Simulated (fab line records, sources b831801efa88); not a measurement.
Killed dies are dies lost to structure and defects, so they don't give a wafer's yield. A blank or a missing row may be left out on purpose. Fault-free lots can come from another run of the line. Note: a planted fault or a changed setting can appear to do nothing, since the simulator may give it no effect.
A struck lot beside a sound one | flow gf180mcu | 19 steps out of a route of 602
Sound: these wafers, L584.1, L584.2, L584.3. Struck: wafer L594.4. (L594.1 of the same lot was not struck and is left out.) The cause comes at the end.
At each step with rows: each side's tool, then ch and its chambers, then its first start. Under that, the readings that differ: sound wafers | struck wafers | difference of the means | sigmas: that difference in standard deviations of wafers without a fault.
alike: words and numbers the same on both sides, and readings whose means are apart by under 2 such deviations; not compared: readings that were withheld, readings missing a value for some wafer, numbers with overlapping values and no deviation given by the record, and bounds like >300 which may hide the same value.
The two part at a step that has a row with sigmas, a row that says differs or no value, or rows on one side only. Non-overlapping numbers with no deviation appear without sigmas and do not part them. Lack of a reading on every wafer of one side parts them only where that side has two or more wafers.

first, 2 steps without rows for these wafers: GF_VT_IMPLANT_PEB_05; GF_VT_IMPLANT_DEVELOP_06 (develop time 60 s).
GF_VT_IMPLANT_OVL_MEAS_07:
  sound on overlay-02 at day 5 19:02; struck on overlay-01 at day 8 12:21
  alike: VT_IMPLANT_OVL
following that, these wafers have no rows for 1 step: GF_VT_IMPLANT_IMPLANT_08.
GF_VT_IMPLANT_STRIP_09: strips in O2/N2.
  sound on plasmaAsher-04 ch 0,1, day 5 19:14; struck on plasmaAsher-04 ch 1, day 8 12:32
  alike: chamberPressureMTorr, drypumpMotorCurrentA, heaterPowerW, oesProductAu, platenTempC, stripTimeToEndpointS
  not compared: rfHoursCounterH
GF_VT_IMPLANT_TW_MEAS_10:
  sound on filmMetro-01 at day 5 19:20; struck on filmMetro-04 at day 8 12:38
  alike: VT_IMPLANT_TW
then, 6 steps without rows for these wafers: GF_VT_IMPLANT_DEHYDRATE_11 (time 60 s); GF_VT_IMPLANT_HMDS_12 (prime time 60 s); GF_VT_IMPLANT_COAT_13 (resist thk 1000 nm); GF_VT_IMPLANT_SOFTBAKE_14 (time 60 s); GF_VT_IMPLANT_EXPOSE_15 (exposes mask Nwell LV AREA, target cd 860 nm); GF_VT_IMPLANT_PEB_16.
GF_VT_IMPLANT_DEVELOP_17: develop time 60 s.
  sound on lithoTrack-01 ch 0, day 6 09:53; struck on lithoTrack-02 ch 0, day 9 05:09
GF_VT_IMPLANT_OVL_MEAS_18:
  sound on overlay-01 at day 6 10:02; struck on overlay-02 at day 9 05:18
  not compared: VT_IMPLANT_01_OVL
following that, these wafers have no rows for 1 step: GF_VT_IMPLANT_IMPLANT_19.
GF_VT_IMPLANT_STRIP_20: strips in O2/N2.
  sound on plasmaAsher-02 ch 0,1, day 6 10:14; struck on plasmaAsher-02 ch 0, day 9 05:29
  alike: chamberPressureMTorr, drypumpMotorCurrentA, heaterPowerW, oesProductAu, platenTempC, stripTimeToEndpointS
  not compared: rfHoursCounterH
GF_VT_IMPLANT_TW_MEAS_21:
  sound on filmMetro-04 at day 6 10:20; struck on filmMetro-01 at day 9 05:35
reading         | sound          | struck | difference | sigmas
VT_IMPLANT_2_TW | 1202 1210 1206 | 30     | -1176      | -99 or more
then, 1 step without rows for these wafers: GF_VT_IMPLANT_DEHYDRATE_22 (time 60 s).
-- record jumps: 23 days separate the struck wafers' starts on either side; left off in module VT_IMPLANT, taken up again in module PASSIVATION, whose first shown step is the route's number 602 --
GF_PASSIVATION_PROBE_99:
  rows exist in the record for the struck wafers here (prober-01, day 32 09:38), but not for the sound ones

## WHERE THEY PART
Last at GF_PASSIVATION_PROBE_99 as far as this record goes, first at GF_VT_IMPLANT_TW_MEAS_21.

WHY: the cause the simulator had injected
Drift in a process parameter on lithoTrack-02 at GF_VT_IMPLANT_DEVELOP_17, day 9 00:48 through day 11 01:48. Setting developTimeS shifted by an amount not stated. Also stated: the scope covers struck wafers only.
